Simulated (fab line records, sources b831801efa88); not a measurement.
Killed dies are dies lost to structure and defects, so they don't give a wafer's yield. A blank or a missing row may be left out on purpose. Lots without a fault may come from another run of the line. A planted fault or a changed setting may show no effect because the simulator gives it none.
Which tool did it? | flow gf180mcu | 12 lots, 36 wafers sampled, at 5 steps of a route of 602

WHAT THE GAUGES READ, wafer by wafer
GF_VT_IMPLANT_TW_MEAS_21. Usual: VT_IMPLANT_2_TW 1216, standard deviation 11.
lot  | measured     | on            | VT_IMPLANT_2_TW               | flag
L746 | day 6 21:20  | film_metro-02 | 1211 1205 1200                |
L747 | day 7 09:02  | film_metro-03 | 1214 1217 1214                |
L749 | day 7 14:24  | film_metro-02 | 1206 1209 1213                |
L753 | day 8 15:29  | film_metro-04 | 1224 1229 1233                |
L755 | day 8 20:24  | film_metro-02 | 1209 1208 1206                |
L757 | day 9 15:23  | film_metro-02 | 1205 1206 1213                |
L758 | day 9 20:25  | film_metro-02 | 1217 1205 1204                |
L759 | day 10 03:52 | film_metro-02 | 1418 1408 1418 1415 1406 1409 | OFF
L760 | day 10 06:20 | film_metro-02 | 1423 1416 1418 1415 1417 1414 | OFF
L763 | day 11 04:41 | film_metro-04 | 1235 1226 1219                |
L765 | day 11 19:05 | film_metro-04 | 1229 1225 1230                |
L767 | day 12 09:14 | film_metro-03 | 1205 1209 1209                |

GF_DUAL_GATE_OVL_MEAS_11. Usual: DUAL_GATE_OVL -0.8 nm, standard deviation 1.3.
lot  | measured     | on         | DUAL_GATE_OVL (nm) | flag
L746 | day 9 01:34  | overlay-02 | 1.9 0.8 -1.7       |
L747 | day 9 16:07  | overlay-01 | -0.5 -1.4 -1.4     |
L749 | day 9 21:13  | overlay-02 | 1.1 0.1 -0.4       |
L753 | day 11 00:58 | overlay-01 | -3.8 -0.7 -3.6     |
L755 | day 11 05:37 | overlay-02 | -1.2 -1.9 -3.0     |
L757 | day 12 03:10 | overlay-02 | -2.0 -1.2 -1.4     |
L758 | day 12 07:25 | overlay-02 | 0.2 0.5 1.6        |
L759 | day 12 14:59 | overlay-01 | -0.9 -1.8 0.4      |
L760 | day 12 21:13 | overlay-02 | -1.7 -1.7 -3.3     |
L763 | day 13 21:43 | overlay-01 | -1.9 -0.5 -1.7     |
L765 | day 14 11:13 | overlay-01 | -2.8 -2.4 -1.1     |
L767 | day 14 23:55 | overlay-01 | 0.6 0.9 -1.4       |

GF_M2_RS_MEAS_05: measures by four-point-probe. Usual: M2_ALCU_RS 0.0695 ohm/sq, standard deviation 0.00069.
lot  | measured     | on            | M2_ALCU_RS (ohm/sq)  | flag
L746 | day 19 09:47 | film_metro-04 | 0.0706 0.0696 0.0704 |
L747 | day 20 06:30 | film_metro-02 | 0.0690 0.0681 0.0694 |
L749 | day 20 13:29 | film_metro-02 | 0.0694 0.0696 0.0691 |
L753 | day 22 07:46 | film_metro-02 | 0.0698 0.0691 0.0693 |
L755 | day 22 10:03 | film_metro-04 | 0.0688 0.0687 0.0686 |
L757 | day 23 08:23 | film_metro-02 | 0.0689 0.0692 0.0704 |
L758 | day 23 12:05 | film_metro-01 | 0.0701 0.0698 0.0702 |
L759 | day 23 19:35 | film_metro-02 | 0.0690 0.0687 0.0700 |
L760 | day 24 06:10 | film_metro-02 | 0.0698 0.0702 0.0691 |
L763 | day 25 10:25 | film_metro-04 | 0.0704 0.0706 0.0695 |
L765 | day 25 20:20 | film_metro-01 | 0.0692 0.0701 0.0694 |
L767 | day 26 12:35 | film_metro-02 | 0.0690 0.0691 0.0694 |

WHICH TOOL RAN EACH LOT (tool, then ch and the chambers of the sampled wafers, then the start)
lot  | GF_VT_IMPLANT_IMPLANT_19        | GF_V1_ETCH_16
L746 | implanter-02 ch 0, day 6 21:05  | rie_diel-03 ch 1,2, day 19 08:13
L747 | implanter-04 ch 0, day 7 08:47  | rie_diel-04 ch 0,3, day 20 04:49
L749 | implanter-04 ch 0, day 7 14:09  | rie_diel-03 ch 0,1,2, day 20 11:55
L753 | implanter-02 ch 0, day 8 15:14  | rie_diel-04 ch 0,1,3, day 22 06:10
L755 | implanter-03 ch 0, day 8 20:10  | rie_diel-02 ch 1,3, day 22 08:07
L757 | implanter-04 ch 0, day 9 15:08  | rie_diel-03 ch 1,2,3, day 23 06:49
L758 | implanter-03 ch 0, day 9 20:10  | rie_diel-02 ch 1,3, day 23 10:28
L759 | implanter-04 ch 0, day 10 03:39 | rie_diel-02 ch 0,1,3, day 23 17:59
L760 | implanter-04 ch 0, day 10 06:05 | rie_diel-02 ch 0,1,3, day 24 04:25
L763 | implanter-03 ch 0, day 11 04:27 | rie_diel-02 ch 0,2,3, day 25 08:49
L765 | implanter-02 ch 0, day 11 18:50 | rie_diel-04 ch 0,1, day 25 18:46
L767 | implanter-02 ch 0, day 12 09:01 | rie_diel-02 ch 0,2,3, day 26 10:58
- GF_VT_IMPLANT_IMPLANT_19
- GF_V1_ETCH_16: etches BARC in N2/H2.

WHAT THE TOOLS THEMSELVES READ (means of the sampled wafers that have a number; where no wafer has one, the mark that the record gives instead)
GF_VT_IMPLANT_IMPLANT_19. Usual: beam_energy_keV 100.00, standard deviation 0.03; dose_ions_cm2 4.351e+12, standard deviation 4.5e+09; end_station_pressure_torr 5.03e-06 Torr, standard deviation 2.8e-07; faraday_current_uA 24.6, standard deviation 0.48; tilt_deg 7.002 degrees, standard deviation 0.022.
lot  | tool         | beam_energy_keV | dose_ions_cm2 | end_station_pressure_torr (Torr) | faraday_current_uA | tilt_deg (degrees) | flag
L746 | implanter-02 | 100.01          | 4.351e+12     | 5.14e-06                         | 24.6               | 7.042              |
L747 | implanter-04 | 99.97           | 4.351e+12     | 4.97e-06                         | 24.3               | 7.002              |
L749 | implanter-04 | 100.00          | 4.347e+12     | 5.29e-06                         | 24.5               | 7.001              |
L753 | implanter-02 | 100.01          | 4.352e+12     | 5.49e-06                         | 24.5               | 6.978              |
L755 | implanter-03 | 99.99           | 4.344e+12     | 4.91e-06                         | 24.5               | 6.991              |
L757 | implanter-04 | 99.96           | 4.352e+12     | 5.11e-06                         | 24.4               | 6.995              |
L758 | implanter-03 | 100.02          | 4.348e+12     | 4.92e-06                         | 24.8               | 6.996              |
L759 | implanter-04 | 100.05          | 7.040e+12     | 4.91e-06                         | 39.2               | 7.009              | OFF
L760 | implanter-04 | 100.03          | 7.040e+12     | 5.09e-06                         | 39.4               | 7.008              | OFF
L763 | implanter-03 | 99.97           | 4.356e+12     | 5.15e-06                         | 24.4               | 6.999              |
L765 | implanter-02 | 100.02          | 4.355e+12     | 5.10e-06                         | 24.4               | 7.014              |
L767 | implanter-02 | 100.01          | 4.353e+12     | 5.03e-06                         | 25.3               | 6.953              |

GF_V1_ETCH_16. Usual: drypump_motor_current_A 5.9 A, standard deviation 0.51; oes_product_au 0.855 a.u., standard deviation 0.0045; throttle_valve_pct 13.224 %, standard deviation 0.008.
lot  | tool        | drypump_motor_current_A (A) | oes_product_au (a.u.) | throttle_valve_pct (%) | flag
L746 | rie_diel-03 | 5.6                         | 0.860                 | 13.213                 |
L747 | rie_diel-04 | 6.4                         | 0.852                 | 13.234                 |
L749 | rie_diel-03 | 5.6                         | 0.857                 | 13.219                 |
L753 | rie_diel-04 | 6.2                         | 0.854                 | 13.215                 |
L755 | rie_diel-02 | 5.3                         | 0.848                 | 13.229                 |
L757 | rie_diel-03 | 5.9                         | 0.855                 | 13.225                 |
L758 | rie_diel-02 | 5.3                         | 0.857                 | 13.224                 |
L759 | rie_diel-02 | 5.6                         | 0.857                 | 13.225                 |
L760 | rie_diel-02 | 5.7                         | 0.850                 | 13.221                 |
L763 | rie_diel-02 | 5.8                         | 0.856                 | 13.229                 |
L765 | rie_diel-04 | 5.9                         | 0.855                 | 13.218                 |
L767 | rie_diel-02 | 5.8                         | 0.853                 | 13.229                 |

THE ANSWER, worked out from the rows above alone
Rule: a lot is off if the mean of its wafers that have a number lies more than 3 standard deviations from the usual mean. A lot without any number at a reading at which 4 lots or more have one is off too. The other lots that the step has rows for count as sound. The gauges are gone through in route order, then the tools' own readings, and for those a lot's mean is taken as printed above. The first step at which some lot is off is used, and at that step the reading that is off furthest; a lot without a number counts as furthest.
Off: L759, L760, at GF_VT_IMPLANT_TW_MEAS_21 (VT_IMPLANT_2_TW).
A tool fits if, at a process step before that reading, it ran every lot that is off, and no sound lot after the first of them. The gauges at GF_VT_IMPLANT_TW_MEAS_21 aren't tried: what is off there is off at GF_VT_IMPLANT_IMPLANT_19 too, on other tools, and a gauge's error can't cause that. One fits: implanter-04 at GF_VT_IMPLANT_IMPLANT_19. Its last sound lot is L757 (day 9 15:08), its first lot that is off L759 (day 10 03:39): a fault that began between those two fits.
The tool's own readings at GF_VT_IMPLANT_IMPLANT_19 bear it out: on the lots that are off they differ by more than 5 times the standard deviation of the sound lots' means. dose_ions_cm2 reads 7.040e+12 there against 4.351e+12 on the sound lots; faraday_current_uA reads 39.3 there against 24.6 on the sound lots.

WHAT THE SIMULATOR HAD PUT IN
Process parameter drift: implanter-04, from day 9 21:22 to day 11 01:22, at GF_VT_IMPLANT_IMPLANT_19. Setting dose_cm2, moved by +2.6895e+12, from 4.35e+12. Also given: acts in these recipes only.
Lots struck among those shown: L759, L760. The rule above found the same.
